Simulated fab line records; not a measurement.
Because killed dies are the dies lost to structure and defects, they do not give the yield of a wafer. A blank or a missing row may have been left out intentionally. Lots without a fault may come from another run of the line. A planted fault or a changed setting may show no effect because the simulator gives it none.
Problem report in the 8D (eight disciplines) form, filled by code + flow gf180mcu + the parts of the form that need people (team, actions taken, sign-off) are left out

1. WHAT IS WRONG
overpolishRunS at GF_V3_CMP_26 reads a mean of 13.999 s on 6 wafers of 2 lots; wafers without a fault read 14.999 s with a standard deviation of 0.0092. So: -99 or more standard deviations from the usual mean.
The step: polishes, stops on SiO2, t overpolish 15 s, target thk 0 nm.
First seen on wafer L838.3, day 26 02:45, on cmp-02. The record holds 38 wafers of 13 lots with a number at this step. The rule behind "out" and "out of limits": a value lying over 4 standard deviations away from the usual mean. The rest of the wafers with a number are treated as sound.

2. WHAT IT IS, AND WHAT IT ISN'T
| question                    | is                     | is not                                                                                       |
|-----------------------------|------------------------|----------------------------------------------------------------------------------------------|
| which readings at this step | overpolishRunS         | motorCurrentA, platenRpm, timeToEndpointS                                                    |
| which lots                  | L838, L840             | L830, L832, L833, L834, L837, L839, L848, L849, L850, L851, L852                             |
| which wafers of those lots  | all that have a number | -                                                                                            |
| read on which tools         | cmp-02                 | cmp-01                                                                                       |
| when                        | from day 26 02:45      | up to then (18 sound wafers); but 14 sound wafers of L848, L849, L850, L851, L852 came after |

3. WHAT RULES OUT EACH SUSPECT
Counting: any tool at a process step up to the reading is kept as a suspect provided that every lot that is out went through it and no sound lot did after the first of them.
- rieDiel-02 at GF_V3_ETCH_17 (etches SiO2 in C4F8/O2/Ar, stops on TiN, target depth 635 nm): ruled out as a lasting fault. After its first lot that is out, L838 (day 26 02:45), sound lots L848, L849, L851 ran on it. Because GF_V3_ETCH_17 lacks a start for some lots, the hours and order of its lots are taken from GF_V3_CMP_26.
- cmp-02 at GF_V3_CMP_26 (polishes, stops on SiO2, t overpolish 15 s, target thk 0 nm): ruled out as a lasting fault. After its first lot that is out, L838 (day 26 02:45), sound lots L849 ran on it.
Left after counting: nothing in the record.

4. THE CAUSE (what the simulator had put in)
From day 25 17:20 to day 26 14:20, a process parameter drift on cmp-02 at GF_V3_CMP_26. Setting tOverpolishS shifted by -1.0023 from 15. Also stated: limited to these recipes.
Counting ruled it out, wrongly.

5. SEQUENCE OF EFFECTS, ordered by route
Each row: a reading whose mean over the struck wafers that have a number lies more than 3 standard deviations from the usual. Scope: only readings with a usual standard deviation given in the record; hours: median across lots of the time from each lot's start at the first step in this table that gives one to its start at this step; sigmas: change in usual standard deviations.
| hours | step         | reading        | usual    | on struck wafers | change | sigmas      |
|-------|--------------|----------------|----------|------------------|--------|-------------|
| 0     | GF_V3_CMP_26 | overpolishRunS | 14.999 s | 13.999           | -1.000 | -99 or more |
The process steps in it:
- GF_V3_CMP_26: polishes, stops on SiO2, t overpolish 15 s, target thk 0 nm.
Later measuring or inspecting steps at which every struck wafer that the step has a row for has a number for every such reading, and none has moved that far: GF_M4_OVL_MEAS_15.

6. WHAT WOULD HAVE CAUGHT IT SOONER
The fault began at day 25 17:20; the first out-of-limits reading in this record came at day 26 02:45, 9 hours later.
